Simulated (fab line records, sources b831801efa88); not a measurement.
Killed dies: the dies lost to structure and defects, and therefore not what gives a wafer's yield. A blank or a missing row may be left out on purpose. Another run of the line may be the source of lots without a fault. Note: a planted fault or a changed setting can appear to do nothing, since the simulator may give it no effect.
What tool caused it?    flow sky130    13 lots with 38 wafers sampled at 5 steps, on a route of 708 steps

WHAT THE GAUGES READ, wafer by wafer
SKY_METAL2_OVL_MEAS_16.
lot   measured      on          METAL2_OVL (nm)
L824  day 36 16:14  overlay-01  -1 6 -2
L826  day 37 02:59  overlay-01  8 1 7
L825  day 37 04:16  overlay-01  0 0 -3
L827  day 37 12:04  overlay-02  2 -4 -1
L829  day 38 03:16  overlay-01  -1 1 -6
L830  day 38 11:58  overlay-01  -3 5 -5
L836  day 40 14:47  overlay-01  -12 -11
L840  day 41 19:20  overlay-02  3 0 7
L842  day 42 00:24  overlay-01  -7 -2 -2
L841  day 42 04:16  overlay-01  -10 -11 -3
L844  day 42 13:36  overlay-01  -6 -6 -7
L845  day 42 19:55  overlay-01  3 1 -5
L846  day 42 22:03  overlay-02  6 -3 5

SKY_VIA2_THK_MEAS_01.
lot   measured      on            VIA2_HDPCVD_THK (nm)
L824  day 36 17:10  filmMetro-04  1173 1189 1197
L826  day 37 04:07  filmMetro-02  1188 1185 1187
L825  day 37 05:13  filmMetro-02  1184 1173 1160
L827  day 37 13:14  filmMetro-04  1180 1156 1196
L829  day 38 04:25  filmMetro-01  1189 1165 1185
L830  day 38 13:04  filmMetro-04  1190 1176 1188
L836  day 40 15:44  filmMetro-04  1171 544 1170 544
L840  day 41 20:17  filmMetro-02  1167 550 554 1167 549 554
L842  day 42 01:21  filmMetro-01  1175 1170 1187
L841  day 42 05:24  filmMetro-04  1179 1192 1167
L844  day 42 14:40  filmMetro-04  1190 1163 1184
L845  day 42 21:04  filmMetro-01  1183 1184 1196
L846  day 42 23:03  filmMetro-04  1187 1176 1177

WHICH TOOL RAN EACH LOT (tool, then ch and the chambers of the sampled wafers, then the start)
lot   SKY_CONTACT_ETCH_17                SKY_CONTACT_CVD_24            SKY_VIA2_HDPCVD_00
L824  rieDiel-02 ch 2,3, day 33 02:42    cvdW-02 ch 0,1, day 33 03:26  hdpcvd-02 ch 0,2, day 36 17:03
L826  rieDiel-02 ch 0,1, day 33 13:53    cvdW-01 ch 0,1, day 33 14:42  hdpcvd-02 ch 0,1, day 37 03:58
L825  rieDiel-01 ch 0,1,3, day 33 13:55  cvdW-02 ch 0,1, day 33 14:40  hdpcvd-02 ch 1,2, day 37 05:05
L827  rieDiel-02 ch 1,2, day 33 23:01    cvdW-01 ch 0,1, day 33 23:45  hdpcvd-02 ch 1,2, day 37 13:06
L829  rieDiel-02 ch 0,2,3, day 34 14:44  cvdW-02 ch 0,1, day 34 15:32  hdpcvd-01 ch 0,1,2, day 38 04:19
L830  rieDiel-04 ch 1,2, day 34 23:05    cvdW-02 ch 0,1, day 34 23:53  hdpcvd-02 ch 1,2, day 38 12:52
L836  rieDiel-01 ch 0,3, day 37 04:51    cvdW-01 ch 0, day 37 05:38    hdpcvd-02 ch 1,2, day 40 15:38
L840  rieDiel-02 ch 0,3, day 38 10:36    cvdW-02 ch 0,1, day 38 11:24  hdpcvd-02 ch 0,1,2, day 41 20:09
L842  rieDiel-01 ch 0,1,2, day 38 17:48  cvdW-01 ch 0, day 38 18:33    hdpcvd-01 ch 0,1,2, day 42 01:13
L841  rieDiel-01 ch 1,2,3, day 38 20:09  cvdW-01 ch 0,1, day 38 20:53  hdpcvd-01 ch 0,2, day 42 05:16
L844  rieDiel-02 ch 0,3, day 39 06:47    cvdW-02 ch 0, day 39 07:32    hdpcvd-01 ch 1,2, day 42 14:29
L845  rieDiel-01 ch 2,3, day 39 13:34    cvdW-01 ch 0,1, day 39 14:21  hdpcvd-01 ch 0,1,2, day 42 20:58
L846  rieDiel-02 ch 1,2, day 39 15:50    cvdW-02 ch 0,1, day 39 16:35  hdpcvd-01 ch 0,1,2, day 42 22:56
- SKY_CONTACT_ETCH_17: etches SiO2 in C4F8/O2/Ar, stops on Si3N4, target depth 340 nm.
- SKY_CONTACT_CVD_24: deposits W, target thk 340 nm, time 102.12 s.
- SKY_VIA2_HDPCVD_00: deposits SiO2, target thk 1180 nm, time 196.7 s.

WHAT THE TOOLS THEMSELVES READ (means of the sampled wafers that have a number; where no wafer has one, the mark that the record gives instead)
SKY_CONTACT_ETCH_17.
lot   tool        oesProductAu (a.u.)
L824  rieDiel-02  0.885
L826  rieDiel-02  0.889
L825  rieDiel-01  0.889
L827  rieDiel-02  0.890
L829  rieDiel-02  0.894
L830  rieDiel-04  0.891
L836  rieDiel-01  0.895
L840  rieDiel-02  0.894
L842  rieDiel-01  0.890
L841  rieDiel-01  0.891
L844  rieDiel-02  0.892
L845  rieDiel-01  0.896
L846  rieDiel-02  0.894

SKY_CONTACT_CVD_24.
lot   tool     heaterPowerW (W)
L824  cvdW-02  914
L826  cvdW-01  963
L825  cvdW-02  859
L827  cvdW-01  956
L829  cvdW-02  927
L830  cvdW-02  943
L836  cvdW-01  1010
L840  cvdW-02  921
L842  cvdW-01  1004
L841  cvdW-01  965
L844  cvdW-02  738
L845  cvdW-01  959
L846  cvdW-02  792

THE ANSWER, worked out from the rows above alone
Rule: what is usual is taken from the lots themselves. Put in order of their means at a reading, lots are off if they are a third of the lots or fewer, leave a main group of 4 or more, and stand apart from it by a gap of 3 or more times the standard deviation of the main group's means; of several such gaps the widest counts. The tables above print the reading to a certain number of digits; a main group whose means all agree to those digits is not used. Also off: a lot with no number at a reading for which 4 or more lots have one. All remaining lots with rows at the step are treated as sound. After the gauges, taken in route order, come the tools' own readings; for these a lot's mean is taken, as printed above. At the first step where some lot is off, the reading lying furthest off is the one used; lots without a number count as furthest.
Off: L836, L840, at SKY_VIA2_THK_MEAS_01 (VIA2_HDPCVD_THK). For the main group the mean is 1181 nm and the standard deviation 4.6.
A tool fits if, at a process step before that reading, it ran every lot that is off, and no sound lot after the first of them. Gauges at SKY_VIA2_THK_MEAS_01: tried the same way as those tools. One fits: hdpcvd-02 at SKY_VIA2_HDPCVD_00. Its last sound lot is L830 (day 38 12:52), its first lot that is off L836 (day 40 15:38): a fault that began between those two fits.

WHAT THE SIMULATOR HAD INSERTED
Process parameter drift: hdpcvd-02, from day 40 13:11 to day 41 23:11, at SKY_VIA2_HDPCVD_00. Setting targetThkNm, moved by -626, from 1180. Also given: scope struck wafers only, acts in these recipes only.
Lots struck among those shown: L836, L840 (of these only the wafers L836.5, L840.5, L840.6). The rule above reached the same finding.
